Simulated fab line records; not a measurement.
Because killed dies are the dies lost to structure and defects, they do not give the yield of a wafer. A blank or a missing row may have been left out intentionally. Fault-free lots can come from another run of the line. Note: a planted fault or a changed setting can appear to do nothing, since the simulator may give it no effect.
2 desks, one fault + flow gf180mcu + every desk sees just its own numbers, and what lay behind them comes last

## DESK OF THE TOOL OWNER: plasma-asher-04
The tool's own readings at GF_NSD_STRIP_11 (strips in O2/N2): means of the sampled wafers that have a number, for each lot that ran on this tool. If a lot's mean is further than 4 standard deviations from the usual mean, the lot is out of limits and carries the mark OUT (the distance appears in the brackets).
Columns: A = drypump-motor-current-A at GF_NSD_STRIP_11, usual 5.70 A; B = heater-power-w at GF_NSD_STRIP_11, usual 314 W; C = oes-product-au at GF_NSD_STRIP_11, usual 0.487 a.u.; D = strip-time-to-endpoint-s at GF_NSD_STRIP_11, usual 22.96 s
| lot  | first seen here | A    | B   | C     | D     |
|------|-----------------|------|-----|-------|-------|
| L424 | day 15 20:25    | 5.48 | 292 | 0.490 | 22.99 |
| L432 | day 18 12:10    | 5.51 | 323 | 0.486 | -     |
| L437 | day 20 15:08    | 5.43 | 269 | 0.487 | 22.99 |
| L440 | day 21 08:43    | 5.43 | 267 | 0.489 | 22.97 |
This desk's verdict: no lot among the 4 shows anything out of limits.

## METROLOGY DESK
Means of the sampled wafers that have a number, per lot and without regard to the tool the lot ran on: this is what the gauges read. If a lot's mean is further than 4 standard deviations from the usual mean, the lot is out of limits and carries the mark OUT (the distance appears in the brackets).
Columns: A = HV_LDD_4_TW at GF_HV_LDD_TW_MEAS_50, usual 569; B = PSD_TW at GF_PSD_TW_MEAS_11, usual 3170
| lot  | first seen here | A   | B                    |
|------|-----------------|-----|----------------------|
| L419 | day 13 02:04    | 567 | 3172                 |
| L420 | day 13 04:50    | 566 | 3175                 |
| L423 | day 14 16:52    | 565 | 3142                 |
| L424 | day 14 19:11    | 567 | 3183                 |
| L425 | day 14 21:53    | 567 | 3139                 |
| L426 | day 15 16:28    | 570 | 3187                 |
| L431 | day 17 08:29    | 573 | 3172                 |
| L432 | day 17 09:40    | 573 | 30 (-99 or more) OUT |
| L437 | day 19 11:04    | 574 | 3185                 |
| L438 | day 19 12:25    | 566 | 3190                 |
| L440 | day 20 05:31    | 572 | 3184                 |
This desk's finding: out of limits on L432; first on L432, day 19 12:13 (PSD_TW at GF_PSD_TW_MEAS_11). L419, L420, L423, L424, L425, L426, L431, L437, L438, L440 stayed within limits.

## ALL TOGETHER
At day 19 12:13 the metrology desk could have sounded an alarm, on L432.
The tool owner's desk saw nothing out of limits.
On record at the tool owner's desk: L432, within its limits.
Every lot named ran GF_NSD_STRIP_11 on plasma-asher-04.

## WHAT THE SIMULATOR HAD INSERTED
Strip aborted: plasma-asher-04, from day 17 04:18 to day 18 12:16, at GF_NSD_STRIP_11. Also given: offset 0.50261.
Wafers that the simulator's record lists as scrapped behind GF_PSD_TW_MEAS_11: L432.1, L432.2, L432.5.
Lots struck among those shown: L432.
Delay in hours, fault start to first out-of-limits reading, per desk: metrology desk 56.
